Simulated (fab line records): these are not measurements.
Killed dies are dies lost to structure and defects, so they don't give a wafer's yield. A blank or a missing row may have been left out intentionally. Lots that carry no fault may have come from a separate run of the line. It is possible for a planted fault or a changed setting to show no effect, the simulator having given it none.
Struck lot and sound lot, side by side	flow gf180mcu	27 out of 602 route steps
Sound: these wafers, L486.3, L486.4, L486.5. Wafers L489.3, L489.4, L489.6 were the ones struck. The cause is named last.
At each step with rows: each side's tool, then ch and its chambers, then its first start. Under that, the readings that differ: sound wafers	struck wafers	difference of the means	sigmas: that difference in standard deviations of wafers without a fault.
alike: a reading whose means differ by less than 2 such deviations, as well as words and numbers matching on both sides. not compared: withheld readings; readings where some wafer has no value; bounds like >300 that might hide an equal value; numbers whose values overlap and for which the record gives no deviation.
A row with sigmas, a row that says differs or no value, or rows on one side alone: a step with any of these is where the two part. Numbers that have no deviation but don't overlap get no sigmas and don't part them. A reading missing from all wafers of one side parts the sides only when that side holds two or more wafers.

first, 1 step without rows for these wafers: GF_VT_IMPLANT_IMPLANT_08.
GF_VT_IMPLANT_STRIP_09: strips in O2/N2.
  sound on plasma asher-02 ch 0,1, day 6 09:55; struck on plasma asher-03 ch 0,1, day 7 06:16
  alike: chamber pressure mTorr, drypump motor current A, heater power w, oes product au, strip time to endpoint s
  not compared: rf hours counter h
GF_VT_IMPLANT_TW_MEAS_10:
  sound on film metro-02 at day 6 10:00; struck on film metro-01 at day 7 06:20
  alike: VT_IMPLANT_TW
then, 7 steps without rows for these wafers: GF_VT_IMPLANT_DEHYDRATE_11 (time 60 s); GF_VT_IMPLANT_HMDS_12 (prime time 60 s); GF_VT_IMPLANT_COAT_13 (resist thk 1000 nm); GF_VT_IMPLANT_SOFTBAKE_14 (time 60 s); GF_VT_IMPLANT_EXPOSE_15 (exposes mask Nwell LV AREA, target cd 860 nm); GF_VT_IMPLANT_PEB_16; GF_VT_IMPLANT_DEVELOP_17 (develop time 60 s).
GF_VT_IMPLANT_OVL_MEAS_18:
  sound on overlay-01 at day 7 01:13; struck on overlay-01 at day 7 22:28
  alike: VT_IMPLANT_01_OVL
then, 1 step without rows for these wafers: GF_VT_IMPLANT_IMPLANT_19.
GF_VT_IMPLANT_STRIP_20: strips in O2/N2.
  sound on plasma asher-01 ch 0,1, day 7 01:25; struck on plasma asher-01 ch 0,1, day 7 22:40
reading	sound	struck	difference	sigmas
oes product au (a.u.)	0.708 0.713 0.723	0.883 0.916 0.949	+0.201	+48
strip time to endpoint s (s)	12.69 12.67 12.65	- - -	no value on the struck wafers	
model.NOVOLAK_of_VT_IMPLANT_COAT_13.thk nm (nm)	0 0 0	784 785.6 786.7	+785	
  alike: chamber pressure mTorr, drypump motor current A, heater power w
  not compared: rf hours counter h
GF_VT_IMPLANT_TW_MEAS_21:
  sound on film metro-03 at day 7 01:30; struck on film metro-02 at day 7 22:45
reading	sound	struck	difference	sigmas
VT_IMPLANT_2_TW	1233 1234 1220	1208 1205 1210	-21	-2
then, 7 steps without rows for these wafers: GF_VT_IMPLANT_DEHYDRATE_22 (time 60 s); GF_VT_IMPLANT_HMDS_23 (prime time 60 s); GF_VT_IMPLANT_COAT_24 (resist thk 1000 nm); GF_VT_IMPLANT_SOFTBAKE_25 (time 60 s); GF_VT_IMPLANT_EXPOSE_26 (exposes mask LVPWELL HV AREA, target cd 860 nm); GF_VT_IMPLANT_PEB_27; GF_VT_IMPLANT_DEVELOP_28 (develop time 60 s).
GF_VT_IMPLANT_OVL_MEAS_29:
  sound on overlay-02 at day 7 16:53; struck on overlay-01 at day 8 15:15
  alike: VT_IMPLANT_02_OVL
then, 1 step without rows for these wafers: GF_VT_IMPLANT_IMPLANT_30.
GF_VT_IMPLANT_STRIP_31: strips in O2/N2.
  sound on plasma asher-02 ch 0,1, day 7 17:06; struck on plasma asher-02 ch 0,1, day 8 15:28
reading	sound	struck	difference	sigmas
strip time to endpoint s (s)	12.666 12.644 12.583	24.427 24.430 24.457	+11.807	+99 or more
  alike: chamber pressure mTorr, drypump motor current A, heater power w, oes product au
  not compared: rf hours counter h
GF_VT_IMPLANT_TW_MEAS_32:
  sound on film metro-02 at day 7 17:13; struck on film metro-03 at day 8 15:32
reading	sound	struck	difference	sigmas
VT_IMPLANT_3_TW	269.0 268.1 267.6	30.2 30.3 30.2	-238.0	-99 or more
then, 1 step without rows for these wafers: GF_VT_IMPLANT_DEHYDRATE_33 (time 60 s).
-- record jumps: 23 days separate the struck wafers' starts on either side; left off in module VT_IMPLANT, taken up again in module PASSIVATION, whose first shown step is the route's number 602 --
GF_PASSIVATION_PROBE_99:
  only the struck wafers here have rows in the record (prober-01, day 31 03:49); the sound ones have none

WHERE THEY PART
At GF_VT_IMPLANT_STRIP_20 first; at GF_PASSIVATION_PROBE_99 last (within this record only).

WHY: what the simulator had put in
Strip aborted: plasma asher-01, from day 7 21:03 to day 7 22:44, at GF_VT_IMPLANT_STRIP_20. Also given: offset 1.
